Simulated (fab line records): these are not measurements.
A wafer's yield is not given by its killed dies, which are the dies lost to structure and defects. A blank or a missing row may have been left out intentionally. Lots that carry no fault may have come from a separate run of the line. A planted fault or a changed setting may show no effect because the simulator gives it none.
Which of the tools did it? / flow gf180mcu / 7 lots with 20 wafers sampled at 3 steps, on a route of 602 steps

## WHAT THE GAUGES SHOWED, per wafer
GF_PSD_RS_MEAS_14: measurement is done with a four-point probe.
lot=L143; measured=day 14 04:19; on=film_metro-03; NSD_RS (ohm/sq)=46.05 46.10 46.05
lot=L145; measured=day 15 04:20; on=film_metro-02; NSD_RS (ohm/sq)=46.05 46.10 46.17
lot=L149; measured=day 16 13:18; on=film_metro-03; NSD_RS (ohm/sq)=46.18 46.08 46.21
lot=L152; measured=day 17 13:13; on=film_metro-02; NSD_RS (ohm/sq)=46.01 47.19
lot=L160; measured=day 20 18:29; on=film_metro-02; NSD_RS (ohm/sq)=45.97 46.07 46.09
lot=L163; measured=day 21 20:26; on=film_metro-02; NSD_RS (ohm/sq)=45.99 46.08 46.11
lot=L165; measured=day 22 12:13; on=film_metro-03; NSD_RS (ohm/sq)=46.05 46.11 46.00

## WHICH TOOL RAN EACH LOT (tool, then ch and the chambers of the sampled wafers, then the start)
lot=L143; GF_HV_LDD_RTA_52=rtp_anneal-01 ch 0, day 12 07:49; GF_NSD_IMPLANT_10=implanter-04 ch 0, day 13 06:52
lot=L145; GF_HV_LDD_RTA_52=rtp_anneal-02 ch 0, day 13 08:04; GF_NSD_IMPLANT_10=implanter-04 ch 0, day 14 07:12
lot=L149; GF_HV_LDD_RTA_52=rtp_anneal-02 ch 0, day 14 14:31; GF_NSD_IMPLANT_10=implanter-03 ch 0, day 15 14:53
lot=L152; GF_HV_LDD_RTA_52=rtp_anneal-02 ch 0, day 15 13:16; GF_NSD_IMPLANT_10=implanter-03 ch 0, day 16 14:14
lot=L160; GF_HV_LDD_RTA_52=rtp_anneal-02 ch 0, day 18 14:13; GF_NSD_IMPLANT_10=implanter-04 ch 0, day 19 17:42
lot=L163; GF_HV_LDD_RTA_52=rtp_anneal-02 ch 0, day 19 16:05; GF_NSD_IMPLANT_10=implanter-04 ch 0, day 20 19:44
lot=L165; GF_HV_LDD_RTA_52=rtp_anneal-01 ch 0, day 20 08:46; GF_NSD_IMPLANT_10=implanter-02 ch 0, day 21 12:12
- GF_HV_LDD_RTA_52: time 10 s.
- GF_NSD_IMPLANT_10

## THE ANSWER, worked out from the rows above alone
Rule: the lots themselves supply what counts as usual. The widest of any qualifying gaps counts: lots, ordered by their means at a reading, are off when they make up no more than a third of the lots, leave a main group of 4 or more, and stand apart from it by 3 or more times the standard deviation of that group's means. If all means in a main group match to the digits the tables above print for the reading, that group is not used. Also off: a lot with no number at a reading for which 4 or more lots have one. All remaining lots with rows at the step are treated as sound.
Off: L152, seen at GF_PSD_RS_MEAS_14 (NSD_RS). Mean 46.08 ohm/sq and standard deviation 0.039 in the main group.
If a tool, at a process step before that reading, ran all the lots that are off and no sound lot after the first of them, it fits. Gauges at GF_PSD_RS_MEAS_14: tried the same way as those tools. One fits: implanter-03 at GF_NSD_IMPLANT_10. Its last sound lot is L149 (day 15 14:53), its first lot that is off L152 (day 16 14:14): a fault that began between those two fits.

## WHAT HAD BEEN PUT IN BY THE SIMULATOR
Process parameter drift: implanter-03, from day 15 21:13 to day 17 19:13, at GF_NSD_IMPLANT_10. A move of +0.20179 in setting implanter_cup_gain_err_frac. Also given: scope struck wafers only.
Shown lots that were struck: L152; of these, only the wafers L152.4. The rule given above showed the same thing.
